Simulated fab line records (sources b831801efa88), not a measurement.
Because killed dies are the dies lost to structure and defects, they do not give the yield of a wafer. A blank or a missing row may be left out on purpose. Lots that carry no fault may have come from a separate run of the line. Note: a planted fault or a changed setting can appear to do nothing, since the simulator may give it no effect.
Code-filled problem report in 8D (eight disciplines) form	flow sky130	the parts of the form that need people (team, actions taken, sign-off) are left out

## 1. WHAT IS WRONG
spin speed rpm at SKY_METAL2_COAT_09 reads a mean of 2897.6 rpm on 6 wafers of 2 lots; wafers without a fault read 3000.0 rpm with a standard deviation of 2.2. That is -47 standard deviations from the usual mean.
The step: resist thk 60 nm.
First observed at day 36 20:50: wafer L239.3, on litho track-04. At this step, 18 wafers from 6 lots have a number in the record. The rule behind "out" and "out of limits": a value lying over 4 standard deviations away from the usual mean. All remaining wafers that have a number are taken as sound.

## 2. WHAT IT IS; WHAT IT IS NOT
question	is	is not
which readings at this step	spin speed rpm	-
which lots	L239, L240	L247, L249, L251, L255
which wafers of those lots	all that have a number	-
read on which tools	litho track-04	litho track-01, litho track-03
when	from day 36 20:50	up to then (0 sound wafers); but 12 sound wafers of L247, L249, L251, L255 came after

## 3. WHAT RULES OUT EACH SUSPECT
Counting: a tool at a process step up to the reading stays a suspect if it ran every lot that is out and no sound lot after the first of them.
- litho track-04 at SKY_METAL2_COAT_09 (resist thk 60 nm): ruled out as a lasting fault. The sound lots L255 went through it after L239, its earliest lot that is out (day 36 20:50).
Left after counting: nothing in the record.

## 4. THE CAUSE (what the simulator had put in)
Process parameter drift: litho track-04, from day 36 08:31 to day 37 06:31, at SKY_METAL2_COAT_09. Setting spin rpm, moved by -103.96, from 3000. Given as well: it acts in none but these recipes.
Counting ruled it out, wrongly.

## 5. THE CHAIN OF EFFECTS, in route order
Each row: a reading where the mean over the struck wafers with a number is more than 3 standard deviations away from the usual. Only readings whose record carries a usual standard deviation are examined. hours: median over the lots of the time between each lot's start at the first step of this table that gives one and its start at this step. sigmas: the change, counted in usual standard deviations.
hours	step	reading	usual	on struck wafers	change	sigmas
0	SKY_METAL2_COAT_09	spin speed rpm	3000.0 rpm	2897.6	-102.4	-47
Its process steps:
- SKY_METAL2_COAT_09: resist thk 60 nm.
At these later measuring or inspecting steps, every struck wafer for which the step has a row has a number for every such reading, and none has moved that far: SKY_METAL2_CD_MEAS_15, SKY_METAL2_OVL_MEAS_16.

## 6. WHAT WOULD HAVE CAUGHT IT SOONER
12 hours passed between the start of the fault at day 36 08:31 and the first reading out of limits in this record, taken at day 36 20:50.
